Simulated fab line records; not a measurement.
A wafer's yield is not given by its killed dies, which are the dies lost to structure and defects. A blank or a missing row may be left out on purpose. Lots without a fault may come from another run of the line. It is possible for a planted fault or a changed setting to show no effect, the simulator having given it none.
Chamber matching    flow sky130    SKY_VIA2_ETCH_14 on rie-diel-01: 4 sister chambers
The step etches BARC in N2/H2, stops on SiO2, time 45.9 s, target depth 60 nm. 8 wafers are shown with their chamber, then 9 later ones without.

## EACH WAFER AND ITS CHAMBER
wafer   chamber  drypump-motor-current-A (A)  chamber-pressure-mTorr (mTorr)
L076.2  3        5.3                          29.98
L082.1  2        5.8                          30.03
L082.5  1        5.7                          30.00
L085.5  0        5.5                          30.00
L085.6  3        5.3                          30.01
L086.1  0        5.5                          30.01
L086.2  1        5.7                          30.01
L086.3  2        5.9                          29.97

## WAFERS WHOSE CHAMBER IS MISSING
wafer   drypump-motor-current-A (A)  chamber-pressure-mTorr (mTorr)
L088.1  5.7                          30.02
L088.2  5.3                          29.99
L088.4  5.9                          29.99
L091.1  5.7                          30.01
L091.3  5.8                          29.99
L091.5  5.5                          30.00
L096.1  5.7                          30.02
L096.3  5.8                          29.99
L096.5  5.7                          30.00

## WHICH CHAMBER EACH ONE RAN IN
wafer   from the rows above      in truth
L088.1  1                        1
L088.2  3                        3
L088.4  2                        2
L091.1  1                        1
L091.3  can't be placed: 2 or 1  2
L091.5  0                        0
L096.1  1                        1
L096.3  can't be placed: 2 or 1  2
L096.5  1                        1
7 of 9 placed correctly. Not placeable from these rows: 2 (in 2, the candidates include the true chamber). Number placed wrongly: 0.
How it was worked out, from the rows above alone: a wafer's distance from a chamber is the root of the sum, over the readings, of the square of ((its reading less the chamber's mean) divided by the reading's scatter). If the next closest chamber is less than 2 further off than the closest, the wafer can't be placed; otherwise it belongs to the closest. The mean given for a chamber averages the wafers shown for that chamber. The scatter: take each reading less its chamber's mean, square it, sum over the shown wafers, divide by the number of wafers less the number of chambers, and take the root.
